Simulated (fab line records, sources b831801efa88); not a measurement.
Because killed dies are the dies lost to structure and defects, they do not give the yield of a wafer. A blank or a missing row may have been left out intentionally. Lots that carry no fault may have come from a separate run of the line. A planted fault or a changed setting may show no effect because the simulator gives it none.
Problem report, 8D (eight disciplines) form, completed by code | flow gf180mcu | the parts of the form that need people (team, actions taken, sign-off) are left out

== 1. THE PROBLEM ==
chamberPressurePa at GF_MIM_SPUTTER_02 reads a mean of 0.4352 Pa on 6 wafers of 2 lots; wafers without a fault read 0.4000 Pa with a standard deviation of 0.00084. Measured from the usual mean, that is +42 standard deviations.
The step: material AlCu, target thk 450 nm, time 23.9 s.
Earliest sighting: wafer L447.2 on pvdSputter-01 at day 28 19:18. At this step, 18 wafers from 6 lots have a number in the record. Rule for "out", or "out of limits": more than 4 standard deviations from the usual mean. The other wafers with a number count as sound.

== 2. WHAT IT IS AND WHAT IT IS NOT ==
question                    | is                     | is not
which readings at this step | chamberPressurePa      | throttleValvePct
which lots                  | L447, L449             | L438, L443, L451, L457
which wafers of those lots  | all that have a number | -
read on which tools         | pvdSputter-01          | pvdSputter-02
when                        | from day 28 19:18      | up to then (6 sound wafers); but 6 sound wafers of L451, L457 came after

== 3. THE SUSPECTS, EACH WITH WHAT RULES IT OUT ==
Counting: a tool at a process step up to the reading stays a suspect if it ran every lot that is out and no sound lot after the first of them.
- pvdSputter-03 at GF_V4_SPUTTER_21 (material Ti, target thk 15 nm, time 80.02 s): kept. It ran every lot that is out, first L447 (day 28 18:29), and no sound lot after that; its last sound lot up to then is L443 (day 27 15:01).
- pvdSputter-01 at GF_MIM_SPUTTER_02 (material AlCu, target thk 450 nm, time 23.9 s): kept. It ran every lot that is out, first L447 (day 28 19:18), and no sound lot after that; its last sound lot up to then is L438 (day 25 04:59). Its own chamberPressurePa readings are out on those wafers.
The count leaves pvdSputter-01 at GF_MIM_SPUTTER_02 and pvdSputter-03 at GF_V4_SPUTTER_21.

== 4. THE CAUSE (what the simulator had put in) ==
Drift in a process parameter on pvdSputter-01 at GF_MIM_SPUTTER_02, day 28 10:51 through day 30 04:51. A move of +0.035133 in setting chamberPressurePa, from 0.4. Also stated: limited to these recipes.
After counting, 2 suspects remain, this tool included.

== 5. SEQUENCE OF EFFECTS, ordered by route ==
Each row: a reading whose mean over the struck wafers that have a number lies more than 3 standard deviations from the usual. Only readings for which the record gives a usual standard deviation are gone through. hours: the time from each lot's start at the first step in this table that gives one to its start at this step, as a median over the lots. sigmas: the change in usual standard deviations.
hours | step              | reading           | usual     | on struck wafers | change  | sigmas
0     | GF_MIM_SPUTTER_02 | chamberPressurePa | 0.4000 Pa | 0.4352           | +0.0352 | +42
It contains these process steps:
- GF_MIM_SPUTTER_02: material AlCu, target thk 450 nm, time 23.9 s.
At these later measuring or inspecting steps, every struck wafer for which the step has a row has a number for every such reading, and none has moved that far: GF_MIM_THK_MEAS_06, GF_MIM_RS_MEAS_10, GF_MIM_THK_MEAS_11, GF_M5_CD_MEAS_07, GF_M5_OVL_MEAS_08.

== 6. WHAT WOULD HAVE CAUGHT IT SOONER ==
In this record no reading fell out of limits until day 28 19:18, 8 hours after the fault had begun at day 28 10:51.
